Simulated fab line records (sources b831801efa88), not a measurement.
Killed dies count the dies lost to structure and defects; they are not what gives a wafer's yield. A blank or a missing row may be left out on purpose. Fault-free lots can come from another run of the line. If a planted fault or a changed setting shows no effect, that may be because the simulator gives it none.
Struck lot and sound lot, side by side | flow sky130 | 26 out of 708 route steps
Sound: wafers L959.1, L959.2, L959.6. Struck: wafers L961.2, L961.3, L961.5. At the end, the cause is stated.
Each step with rows lists, per side, the tool, then ch with its chambers, then its first start. Under that, the readings that differ: sound wafers | struck wafers | difference of the means | sigmas: that difference in standard deviations of wafers without a fault.
alike: readings whose means differ by less than 2 such deviations, and words and numbers that are the same on both sides. not compared: withheld readings, readings that some wafer has no value for, bounds like >300 that may hide the same value, and numbers for which the record gives no deviation and whose values overlap.
A row with sigmas, a row that says differs or no value, or rows on one side alone: a step with any of these is where the two part. Non-overlapping numbers with no deviation appear without sigmas and do not part them. A reading that every wafer of one side lacks parts them only if that side has two wafers or more.

SKY_PWDE_TW_MEAS_10:
  sound on filmMetro-03 at day 4 08:53; struck on filmMetro-04 at day 4 17:32
  alike: PWDE_TW
then, 7 steps without rows for these wafers: SKY_NWELL_DEHYDRATE_03 (time 60 s); SKY_NWELL_HMDS_04 (prime time 60 s); SKY_NWELL_COAT_05 (resist thk 3000 nm); SKY_NWELL_SOFTBAKE_06; SKY_NWELL_EXPOSE_07 (exposes mask NWM, target cd 840 nm); SKY_NWELL_PEB_08; SKY_NWELL_DEVELOP_09 (develop time 60 s).
SKY_NWELL_OVL_MEAS_10:
  sound on overlay-01 at day 4 23:13; struck on overlay-02 at day 5 10:14
reading           | sound       | struck         | difference | sigmas
NWELL_00_OVL (nm) | 1.3 2.2 2.0 | -1.7 -1.4 -2.1 | -3.6       | -2
then, 3 steps without rows for these wafers: SKY_NWELL_IMPLANT_11; SKY_NWELL_IMPLANT_12; SKY_NWELL_IMPLANT_13.
SKY_NWELL_STRIP_14: strips in O2/N2.
  sound on plasmaAsher-04 ch 0,1, day 4 23:41; struck on plasmaAsher-04 ch 1, day 5 10:43
reading                                | sound             | struck            | difference                    | sigmas
oesProductAu (a.u.)                    | 0.722 0.724 0.724 | 0.954 0.948 0.949 | +0.227                        | +48
stripTimeToEndpointS (s)               | 36.98 36.87 36.83 | - - -             | no value on the struck wafers | 
model.coat_of_NWELL_COAT_05.thkNm (nm) | 0 0 0             | 1129 1130 1130    | +1130                         | 
  alike: drypumpMotorCurrentA
  not compared: rfHoursCounterH
SKY_NWELL_TW_MEAS_15:
  sound on filmMetro-02 at day 4 23:47; struck on filmMetro-02 at day 5 10:49
  alike: NWELL_TW
then, 7 steps without rows for these wafers: SKY_NWELL_DEHYDRATE_16 (time 60 s); SKY_NWELL_HMDS_17 (prime time 60 s); SKY_NWELL_COAT_18 (resist thk 3000 nm); SKY_NWELL_SOFTBAKE_19; SKY_NWELL_EXPOSE_20 (exposes mask NWM COMPLEMENT, target cd 840 nm); SKY_NWELL_PEB_21; SKY_NWELL_DEVELOP_22 (develop time 60 s).
SKY_NWELL_OVL_MEAS_23:
  sound on overlay-01 at day 5 17:35; struck on overlay-02 at day 6 05:23
  alike: NWELL_01_OVL
then, 1 step without rows for these wafers: SKY_NWELL_IMPLANT_24.
SKY_NWELL_STRIP_25: strips in O2/N2.
  sound on plasmaAsher-01 ch 0,1, day 5 17:46; struck on plasmaAsher-04 ch 0,1, day 6 05:38
reading                  | sound             | struck            | difference | sigmas
oesProductAu (a.u.)      | 0.719 0.720 0.716 | 0.734 0.728 0.722 | +0.010     | +2
stripTimeToEndpointS (s) | 36.90 36.92 36.84 | 53.52 53.63 53.57 | +16.69     | +99 or more
  alike: drypumpMotorCurrentA
  not compared: rfHoursCounterH
SKY_NWELL_TW_MEAS_26:
  sound on filmMetro-02 at day 5 17:52; struck on filmMetro-03 at day 6 05:45
reading    | sound       | struck   | difference | sigmas
NWELL_2_TW | 496 496 496 | 30 30 30 | -466       | -99 or more
then, 1 step without rows for these wafers: SKY_NWELL_CLEAN_27 (cleans in SC1/SC2, time 150 s).

WHERE THEY PART
Last at SKY_NWELL_TW_MEAS_26 as far as this record goes, first at SKY_NWELL_OVL_MEAS_10.

WHY: whatever the simulator had introduced
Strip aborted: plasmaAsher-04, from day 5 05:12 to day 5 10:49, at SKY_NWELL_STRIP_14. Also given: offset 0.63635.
